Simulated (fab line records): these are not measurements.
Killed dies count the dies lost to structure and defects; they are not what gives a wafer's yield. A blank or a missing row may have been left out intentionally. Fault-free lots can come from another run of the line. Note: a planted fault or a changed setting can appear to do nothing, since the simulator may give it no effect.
Which tool did it?    flow gf180mcu    12 lots, 36 wafers sampled, at 5 steps of a route of 602

== WHAT THE GAUGES SHOWED, per wafer ==
GF_V1_THK_MEAS_03.
lot   measured      on             V1_CVD_02_THK (nm)
L252  day 18 01:57  film-metro-01  857 858 867
L254  day 18 18:07  film-metro-04  860 848 852
L257  day 20 00:56  film-metro-04  837 846 853
L258  day 20 05:11  film-metro-01  836 836 847
L264  day 22 11:45  film-metro-01  383 376 825
L266  day 23 03:08  film-metro-04  372 393 836
L269  day 24 02:12  film-metro-01  834 846 856
L270  day 24 11:11  film-metro-04  832 836 851
L271  day 24 18:09  film-metro-03  839 845 850
L272  day 24 21:35  film-metro-04  836 861 847
L274  day 25 12:41  film-metro-03  828 843 854
L275  day 25 20:36  film-metro-03  848 855 861

GF_V1_CD_MEAS_14 targets a cd of 260 nm.
lot   measured      on         cd-nm (nm)
L252  day 19 03:01  cd-sem-02  259.7 259.4 259.5
L254  day 19 19:26  cd-sem-02  260.3 260.3 260.7
L257  day 21 02:12  cd-sem-02  258.4 257.8 259.1
L258  day 21 06:20  cd-sem-02  258.5 258.6 257.8
L264  day 23 12:02  cd-sem-01  261.9 261.2 261.4
L266  day 24 02:43  cd-sem-02  256.5 257.9 258.5
L269  day 25 01:30  cd-sem-01  259.7 258.3 259.4
L270  day 25 09:36  cd-sem-01  260.1 260.2 261.0
L271  day 25 16:34  cd-sem-01  260.0 260.0 259.6
L272  day 25 19:39  cd-sem-01  260.2 260.2 259.8
L274  day 26 10:56  cd-sem-01  261.9 260.4 261.5
L275  day 26 18:50  cd-sem-01  257.9 258.5 260.1

GF_V1_OVL_MEAS_15.
lot   measured      on          V1_OVL (nm)
L252  day 19 03:08  overlay-02  -9 -5 -3
L254  day 19 19:34  overlay-01  -3 3 0
L257  day 21 02:19  overlay-02  -9 -9 -9
L258  day 21 06:27  overlay-02  -2 -13 -10
L264  day 23 12:07  overlay-01  -6 -15 -12
L266  day 24 02:50  overlay-02  1 -8 -10
L269  day 25 01:37  overlay-01  -4 -3 1
L270  day 25 09:43  overlay-02  -10 -5 -5
L271  day 25 16:40  overlay-01  -4 -2 -3
L272  day 25 19:46  overlay-02  -7 -2 -6
L274  day 26 11:04  overlay-02  -5 -3 2
L275  day 26 18:58  overlay-01  2 -8 -8

== EACH LOT AND THE TOOL THAT RAN IT (in order: tool; ch and the chambers of the sampled wafers; start) ==
lot   GF_V1_CVD_02                     GF_V1_CMP_04
L252  pecvd-01 ch 0,1, day 18 01:53    cmp-02 ch 0,1,3, day 18 02:07
L254  pecvd-01 ch 0,1,2, day 18 18:03  cmp-01 ch 0,1,2, day 18 18:14
L257  pecvd-01 ch 1,2, day 20 00:52    cmp-01 ch 0,1,3, day 20 01:06
L258  pecvd-03 ch 0,2, day 20 05:07    cmp-01 ch 0,1,2, day 20 05:46
L264  pecvd-01 ch 0,1,2, day 22 11:40  cmp-02 ch 0,3, day 22 11:47
L266  pecvd-01 ch 0,1,2, day 23 03:03  cmp-02 ch 1,2, day 23 03:11
L269  pecvd-04 ch 0,1,2, day 24 02:08  cmp-01 ch 2,3, day 24 02:19
L270  pecvd-03 ch 0,2, day 24 11:07    cmp-02 ch 0,1, day 24 11:15
L271  pecvd-04 ch 0,2, day 24 18:04    cmp-01 ch 0,2, day 24 18:12
L272  pecvd-04 ch 0,1, day 24 21:31    cmp-02 ch 1,2, day 24 21:47
L274  pecvd-03 ch 0,1,2, day 25 12:37  cmp-02 ch 1,2, day 25 12:48
L275  pecvd-04 ch 1,2, day 25 20:32    cmp-01 ch 0,1,3, day 25 20:40
- GF_V1_CVD_02: deposits SiO2 from TEOS, target thk 850 nm, time 94.851 s.
- GF_V1_CMP_04: polishes SiO2.

== WHAT THE TOOLS THEMSELVES READ (means of the sampled wafers that have a number; where no wafer has one, the mark that the record gives instead) ==
GF_V1_CVD_02.
lot   tool      heater-power-w (W)  rf-fwd-power-W (W)  susceptor-temp-C (C)
L252  pecvd-01  677                 597.0               400.06
L254  pecvd-01  717                 597.3               399.90
L257  pecvd-01  770                 596.3               399.84
L258  pecvd-03  673                 596.4               400.07
L264  pecvd-01  738                 598.1               400.11
L266  pecvd-01  628                 598.6               399.95
L269  pecvd-04  586                 598.7               400.09
L270  pecvd-03  716                 596.4               399.90
L271  pecvd-04  653                 597.8               400.11
L272  pecvd-04  684                 597.0               400.12
L274  pecvd-03  691                 597.1               400.09
L275  pecvd-04  660                 597.5               399.88

GF_V1_CMP_04.
lot   tool    edge-zone-pressure-frac  motor-current-A (A)  retaining-ring-pressure-frac  slurry-filter-dp-kPa (kPa)  time-to-endpoint-s (s)
L252  cmp-02  1.001                    12.9                 0.996                         13.66                       84
L254  cmp-01  1.003                    12.3                 0.997                         13.59                       82
L257  cmp-01  0.999                    13.4                 1.000                         13.49                       80
L258  cmp-01  1.002                    12.4                 0.998                         13.61                       75
L264  cmp-02  1.005                    12.4                 1.001                         13.55                       -
L266  cmp-02  1.000                    12.5                 1.007                         13.56                       -
L269  cmp-01  0.999                    12.9                 0.998                         13.53                       81
L270  cmp-02  1.006                    13.0                 1.000                         13.32                       69
L271  cmp-01  0.995                    12.3                 1.003                         13.62                       84
L272  cmp-02  1.002                    12.7                 0.997                         13.45                       72
L274  cmp-02  0.996                    12.5                 1.006                         13.53                       72
L275  cmp-01  1.006                    12.9                 0.994                         13.51                       84

== THE ANSWER, worked out from the rows above alone ==
Rule: the lots themselves supply what counts as usual. The widest of any qualifying gaps counts: lots, ordered by their means at a reading, are off when they make up no more than a third of the lots, leave a main group of 4 or more, and stand apart from it by 3 or more times the standard deviation of that group's means. Not used: any main group whose means are identical at the precision the tables above print for the reading. Also off: a lot with no number at a reading for which 4 or more lots have one. Any other lot the step has rows for is counted as sound. Order of review: gauges by route order, followed by the tools' own readings, for which a lot's mean as printed above is used. The first step at which some lot is off is used, and at that step the reading that is off furthest; a lot without a number counts as furthest.
Off: at GF_V1_THK_MEAS_03 (V1_CVD_02_THK), L264, L266. Main group: mean 847 nm, sd 6.6.
A tool fits if, at a process step before that reading, it ran every lot that is off, and no sound lot after the first of them. Not tried: the gauges at GF_V1_THK_MEAS_03; whatever is off there is also off at GF_V1_CMP_04, on other tools, and gauge error can't account for it. One fits: pecvd-01 at GF_V1_CVD_02. Its last sound lot is L257 (day 20 00:52), its first lot that is off L264 (day 22 11:40): a fault that began between those two fits.

== WHAT WAS PUT IN BY THE SIMULATOR ==
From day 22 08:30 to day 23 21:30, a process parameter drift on pecvd-01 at GF_V1_CVD_02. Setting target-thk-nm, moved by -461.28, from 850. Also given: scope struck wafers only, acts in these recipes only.
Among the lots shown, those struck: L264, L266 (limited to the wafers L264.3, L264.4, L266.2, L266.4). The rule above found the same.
